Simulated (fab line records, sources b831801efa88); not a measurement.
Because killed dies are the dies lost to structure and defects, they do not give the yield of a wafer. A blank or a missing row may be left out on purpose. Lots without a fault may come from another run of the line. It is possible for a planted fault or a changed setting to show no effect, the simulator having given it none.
A struck lot beside a sound one	flow sfq line	14 steps out of a route of 325
Sound: wafers L367.1, L367.3, L367.5. Struck: wafer L381.2. (L381.4 of the same lot was not struck and is left out.) The cause comes at the end.
Per side, at each step with rows, come the tool, then ch with its chambers, and then its first start. Under that, the readings that differ: sound wafers	struck wafers	difference of the means	sigmas: that difference in standard deviations of wafers without a fault.
alike: readings whose means differ by less than 2 such deviations, and words and numbers that are the same on both sides. not compared: withheld readings, readings that some wafer has no value for, bounds like >300 that may hide the same value, and numbers for which the record gives no deviation and whose values overlap.
Wherever a step has rows on one side only, a row that says differs or no value, or a row with sigmas, the two part there. Non-overlapping numbers with no deviation appear without sigmas and do not part them. A reading that every wafer of one side lacks parts them only if that side has two wafers or more.

SFQ_INCOMING_BOW_MEAS_900:
  sound on film metro-03 at day 1 20:00; struck on film metro-02 at day 4 18:01
  alike: INCOMING_BOW
then, 1 step without rows for these wafers: SFQ_TRILAYER_INCOMING_OXIDATION_002 (target thk 500 nm, ox time 4939 s).
SFQ_TRILAYER_L0_DEP_SPUTTER_003: material MoNx KI, target thk 40 nm, time 100 s.
  sound on pvd sputter-05 at day 1 22:29; struck on pvd sputter-06 at day 4 20:29
reading	sound	struck	difference	sigmas
chamber pressure pa (Pa)	0.4010 0.4012 0.4010	0.3983	-0.0028	-4
  alike: throttle valve pct
SFQ_L0_RS_MEAS_901: a four-point-probe measurement.
  sound on film metro-01 at day 1 22:34; struck on film metro-01 at day 4 20:35
reading	sound	struck	difference	sigmas
L0_MONX_KI_RS (ohm/sq)	44.2 44.9 44.6	43.5	-1.1	-2
SFQ_L0_THK_MEAS_902: measures by xrf.
  sound on film metro-01 at day 1 22:41; struck on film metro-01 at day 4 20:41
reading	sound	struck	difference	sigmas
L0_MONX_KI_THK (nm)	38.1 37.5 37.8	39.0	+1.2	+2
then, 1 step without rows for these wafers: SFQ_TRILAYER_L0_LITHO_COAT_010 (resist thk 62 nm).
SFQ_TRILAYER_L0_LITHO_COAT_005: resist thk 600 nm.
  sound on litho track-01 ch 0, day 1 23:02; struck on litho track-02 ch 0, day 4 21:05
reading	sound	struck	difference	sigmas
model.KrF_of_TRILAYER_L0_LITHO_COAT_005.thk nm (nm)	601.1 600.4 600.4	577.5	-23.1	
then, 4 steps without rows for these wafers: SFQ_TRILAYER_L0_LITHO_SOFTBAKE_009; SFQ_TRILAYER_L0_LITHO_EXPOSE_006 (exposes mask L0, target cd 2000 nm); SFQ_TRILAYER_L0_LITHO_PEB_008 (peb time 60 s); SFQ_TRILAYER_L0_LITHO_DEVELOP_007 (time 60 s).
SFQ_TRILAYER_L0_BARC_OPEN_METAL_ETCH_010: etches BARC in O2, target depth 125 nm, time 41.7 s.
  sound on rie metal-02 ch 0,1, day 2 10:49; struck on rie metal-02 ch 0, day 5 12:26
  alike: drypump motor current A, oes product au
  not compared: rf hours counter h
SFQ_TRILAYER_L0_ETCH_METAL_ETCH_008: etches MoNx KI in SF6/O2, stops on SiO2, target depth 50 nm, time 25 s.
  sound on rie metal-02 ch 0,1, day 2 10:53; struck on rie metal-02 ch 0, day 5 12:30
reading	sound	struck	difference	sigmas
model.KrF_of_TRILAYER_L0_LITHO_COAT_005.thk nm (nm)	483 483 482.9	460.3	-22.7	
  alike: drypump motor current A, oes product au
  not compared: rf hours counter h
SFQ_TRILAYER_L0_STRIP_STRIP_009: strips in O2.
  sound on rie metal-02 ch 0,1, day 2 10:55; struck on rie metal-02 ch 0, day 5 12:32
  alike: drypump motor current A, oes product au
  not compared: rf hours counter h

WHERE THEY PART
At SFQ_TRILAYER_L0_DEP_SPUTTER_003 first; at SFQ_L0_THK_MEAS_902 last (within this record only). Later steps at which nothing parts them and some readings are alike: SFQ_TRILAYER_L0_BARC_OPEN_METAL_ETCH_010, SFQ_TRILAYER_L0_ETCH_METAL_ETCH_008, SFQ_TRILAYER_L0_STRIP_STRIP_009.

WHY: the cause the simulator had injected
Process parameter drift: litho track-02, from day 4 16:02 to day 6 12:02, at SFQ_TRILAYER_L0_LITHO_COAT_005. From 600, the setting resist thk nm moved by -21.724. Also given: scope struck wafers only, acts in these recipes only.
